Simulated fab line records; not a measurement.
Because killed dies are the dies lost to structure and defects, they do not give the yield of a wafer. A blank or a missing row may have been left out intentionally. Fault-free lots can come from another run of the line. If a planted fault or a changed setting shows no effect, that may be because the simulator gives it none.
Which of the tools did it? / flow sky130 / 36 wafers from 12 lots sampled at 6 of the route's 708 steps

== WHAT THE GAUGES SHOWED, per wafer ==
SKY_FIELD_ISO_THK_MEAS_04. Usual: FIELD_ISO_CVD_03_THK gives 168.3 nm (standard deviation 1.5).
lot=L847; measured=day 1 13:29; on=film metro-03; FIELD_ISO_CVD_03_THK (nm)=169.4 167.8 168.5; flag=
lot=L848; measured=day 1 20:53; on=film metro-02; FIELD_ISO_CVD_03_THK (nm)=168.1 167.8 169.0; flag=
lot=L849; measured=day 2 00:01; on=film metro-03; FIELD_ISO_CVD_03_THK (nm)=167.1 168.6 168.3; flag=
lot=L850; measured=day 2 06:53; on=film metro-02; FIELD_ISO_CVD_03_THK (nm)=168.0 168.0 167.6; flag=
lot=L851; measured=day 2 10:12; on=film metro-02; FIELD_ISO_CVD_03_THK (nm)=170.0 168.7 168.4; flag=
lot=L852; measured=day 2 15:56; on=film metro-04; FIELD_ISO_CVD_03_THK (nm)=167.3 167.4 167.8; flag=
lot=L860; measured=day 4 09:32; on=film metro-02; FIELD_ISO_CVD_03_THK (nm)=166.0 164.4 165.5; flag=
lot=L861; measured=day 4 12:50; on=film metro-03; FIELD_ISO_CVD_03_THK (nm)=170.0 170.7 170.3; flag=
lot=L862; measured=day 4 19:26; on=film metro-03; FIELD_ISO_CVD_03_THK (nm)=169.1 168.6 167.6; flag=
lot=L865; measured=day 5 07:46; on=film metro-02; FIELD_ISO_CVD_03_THK (nm)=169.0 168.7 168.8; flag=
lot=L867; measured=day 5 19:54; on=film metro-03; FIELD_ISO_CVD_03_THK (nm)=167.5 168.0 167.8; flag=
lot=L868; measured=day 6 00:47; on=film metro-04; FIELD_ISO_CVD_03_THK (nm)=170.4 170.7 168.8; flag=

SKY_FIELD_ISO_THK_MEAS_23. Usual: FIELD_ISO_OXIDATION_01_THK gives 10.02 nm (standard deviation 0.15).
lot=L847; measured=day 2 05:55; on=film metro-03; FIELD_ISO_OXIDATION_01_THK (nm)=10.17 9.88 10.07; flag=
lot=L848; measured=day 2 15:16; on=film metro-04; FIELD_ISO_OXIDATION_01_THK (nm)=10.03 9.97 9.87; flag=
lot=L849; measured=day 2 18:56; on=film metro-03; FIELD_ISO_OXIDATION_01_THK (nm)=9.89 10.08 10.08; flag=
lot=L850; measured=day 3 01:14; on=film metro-02; FIELD_ISO_OXIDATION_01_THK (nm)=9.90 10.03 9.96; flag=
lot=L851; measured=day 3 04:06; on=film metro-04; FIELD_ISO_OXIDATION_01_THK (nm)=9.98 9.81 9.97; flag=
lot=L852; measured=day 3 09:59; on=film metro-02; FIELD_ISO_OXIDATION_01_THK (nm)=10.29 10.28 10.18; flag=
lot=L860; measured=day 5 04:25; on=film metro-03; FIELD_ISO_OXIDATION_01_THK (nm)=9.58 9.65 9.73; flag=
lot=L861; measured=day 5 08:24; on=film metro-03; FIELD_ISO_OXIDATION_01_THK (nm)=10.17 10.33 10.38; flag=
lot=L862; measured=day 5 16:37; on=film metro-04; FIELD_ISO_OXIDATION_01_THK (nm)=10.24 9.95 10.14; flag=
lot=L865; measured=day 6 06:52; on=film metro-03; FIELD_ISO_OXIDATION_01_THK (nm)=10.21 10.12 10.28; flag=
lot=L867; measured=day 6 16:32; on=film metro-04; FIELD_ISO_OXIDATION_01_THK (nm)=10.12 10.26 10.08; flag=
lot=L868; measured=day 6 22:05; on=film metro-03; FIELD_ISO_OXIDATION_01_THK (nm)=10.08 10.11 10.15; flag=

SKY_NWELL_OVL_MEAS_23. Usual: NWELL_01_OVL gives -0.2 nm (standard deviation 1.5).
lot=L847; measured=day 5 05:22; on=overlay-02; NWELL_01_OVL (nm)=-0.7 0.3 -2.3; flag=
lot=L848; measured=day 5 17:32; on=overlay-02; NWELL_01_OVL (nm)=0.1 2.0 0.4; flag=
lot=L849; measured=day 5 21:25; on=overlay-02; NWELL_01_OVL (nm)=0.1 1.4 1.9; flag=
lot=L850; measured=day 6 02:53; on=overlay-01; NWELL_01_OVL (nm)=-0.5 -0.1 0.6; flag=
lot=L851; measured=day 6 07:29; on=overlay-01; NWELL_01_OVL (nm)=-1.3 -0.4 -0.7; flag=
lot=L852; measured=day 6 13:03; on=overlay-02; NWELL_01_OVL (nm)=- - -; flag=OFF
lot=L860; measured=day 8 12:43; on=overlay-01; NWELL_01_OVL (nm)=-1.2 -4.1 -2.9; flag=
lot=L861; measured=day 8 17:16; on=overlay-01; NWELL_01_OVL (nm)=-1.8 -1.5 -0.9; flag=
lot=L862; measured=day 9 07:05; on=overlay-01; NWELL_01_OVL (nm)=0.8 -1.8 -2.8; flag=
lot=L865; measured=day 9 22:34; on=overlay-01; NWELL_01_OVL (nm)=0.9 0.1 0.4; flag=
lot=L867; measured=day 10 07:50; on=overlay-02; NWELL_01_OVL (nm)=0.1 1.4 2.0; flag=
lot=L868; measured=day 10 15:29; on=overlay-02; NWELL_01_OVL (nm)=-2.0 -0.6 -1.0; flag=

SKY_NWELL_TW_MEAS_26. Usual: NWELL_2_TW gives 501 (standard deviation 4).
lot=L847; measured=day 5 05:40; on=film metro-01; NWELL_2_TW=497 496 494; flag=
lot=L848; measured=day 5 17:50; on=film metro-04; NWELL_2_TW=499 499 497; flag=
lot=L849; measured=day 5 21:42; on=film metro-04; NWELL_2_TW=493 499 499; flag=
lot=L850; measured=day 6 03:11; on=film metro-03; NWELL_2_TW=504 504 504; flag=
lot=L851; measured=day 6 07:47; on=film metro-03; NWELL_2_TW=507 504 506; flag=
lot=L852; measured=day 6 13:21; on=film metro-03; NWELL_2_TW=30 30 30 30 30 30; flag=OFF
lot=L860; measured=day 8 13:01; on=film metro-03; NWELL_2_TW=507 506 507; flag=
lot=L861; measured=day 8 17:34; on=film metro-01; NWELL_2_TW=505 504 501; flag=
lot=L862; measured=day 9 07:23; on=film metro-04; NWELL_2_TW=496 498 498; flag=
lot=L865; measured=day 9 22:52; on=film metro-03; NWELL_2_TW=506 505 506; flag=
lot=L867; measured=day 10 08:07; on=film metro-03; NWELL_2_TW=508 507 509; flag=
lot=L868; measured=day 10 15:46; on=film metro-04; NWELL_2_TW=497 499 500; flag=

SKY_LDD_P_CD_MEAS_07: target cd 380 nm. Usual: 380.3 nm for cd nm, sd 2.1.
lot=L847; measured=day 18 13:02; on=cd sem-02; cd nm (nm)=377.9 379.3 378.7; flag=
lot=L848; measured=day 19 09:47; on=cd sem-01; cd nm (nm)=381.4 380.1 380.6; flag=
lot=L849; measured=day 19 13:08; on=cd sem-02; cd nm (nm)=379.3 380.2 379.7; flag=
lot=L850; measured=day 20 03:43; on=cd sem-02; cd nm (nm)=381.1 380.2 379.6; flag=
lot=L851; measured=day 20 17:49; on=cd sem-02; cd nm (nm)=379.8 377.8 377.3; flag=
lot=L860; measured=day 24 00:05; on=cd sem-02; cd nm (nm)=379.9 380.7 379.5; flag=
lot=L861; measured=day 24 01:21; on=cd sem-02; cd nm (nm)=378.8 380.3 377.5; flag=
lot=L862; measured=day 25 00:33; on=cd sem-01; cd nm (nm)=384.1 383.8 384.1; flag=
lot=L865; measured=day 25 21:33; on=cd sem-02; cd nm (nm)=380.8 382.4 380.6; flag=
lot=L867; measured=day 26 08:13; on=cd sem-01; cd nm (nm)=381.7 381.7 382.0; flag=
lot=L868; measured=day 26 14:59; on=cd sem-02; cd nm (nm)=380.9 379.0 379.9; flag=

== WHAT TOOL EACH LOT RAN ON (gives the tool, then ch and the chambers of the sampled wafers, and finally the start) ==
lot=L847; SKY_NWELL_EXPOSE_20=iline stepper-01 ch 0, day 4 21:07
lot=L848; SKY_NWELL_EXPOSE_20=iline stepper-02 ch 0, day 5 08:42
lot=L849; SKY_NWELL_EXPOSE_20=iline stepper-02 ch 0, day 5 13:05
lot=L850; SKY_NWELL_EXPOSE_20=iline stepper-01 ch 0, day 5 18:19
lot=L851; SKY_NWELL_EXPOSE_20=iline stepper-01 ch 0, day 5 22:43
lot=L852; SKY_NWELL_EXPOSE_20=iline stepper-02 ch 0, day 6 04:07
lot=L860; SKY_NWELL_EXPOSE_20=iline stepper-01 ch 0, day 8 02:45
lot=L861; SKY_NWELL_EXPOSE_20=iline stepper-02 ch 0, day 8 07:16
lot=L862; SKY_NWELL_EXPOSE_20=iline stepper-02 ch 0, day 8 20:45
lot=L865; SKY_NWELL_EXPOSE_20=iline stepper-02 ch 0, day 9 11:59
lot=L867; SKY_NWELL_EXPOSE_20=iline stepper-02 ch 0, day 9 21:07
lot=L868; SKY_NWELL_EXPOSE_20=iline stepper-01 ch 0, day 10 04:17
- SKY_NWELL_EXPOSE_20: exposes mask NWM COMPLEMENT, target cd 840 nm.

== WHAT THE TOOLS THEMSELVES READ (means of the sampled wafers that have a number; where no wafer has one, the mark that the record gives instead) ==
The record holds no such reading with a usual standard deviation.

== THE ANSWER, worked out from the rows above alone ==
Rule: take the mean of a lot's wafers that have a number; if it is more than 3 standard deviations from the usual mean, the lot is off. A lot without any number at a reading at which 4 lots or more have one is off too. Where the step has rows for the other lots, those lots are counted as sound. The gauges are gone through in route order, then the tools' own readings, and for those a lot's mean is taken as printed above. At the first step where some lot is off, the reading lying furthest off is the one used; lots without a number count as furthest.
Off: L852, at SKY_NWELL_OVL_MEAS_23 (NWELL_01_OVL). Without a number there: L852.
If a tool, at a process step before that reading, ran all the lots that are off and no sound lot after the first of them, it fits. The gauges at SKY_NWELL_OVL_MEAS_23 aren't tried: what is off there is off at SKY_NWELL_TW_MEAS_26 too, on other tools, and a gauge's error can't cause that. Of those tried, none fits.

== WHAT THE SIMULATOR HAD INSERTED ==
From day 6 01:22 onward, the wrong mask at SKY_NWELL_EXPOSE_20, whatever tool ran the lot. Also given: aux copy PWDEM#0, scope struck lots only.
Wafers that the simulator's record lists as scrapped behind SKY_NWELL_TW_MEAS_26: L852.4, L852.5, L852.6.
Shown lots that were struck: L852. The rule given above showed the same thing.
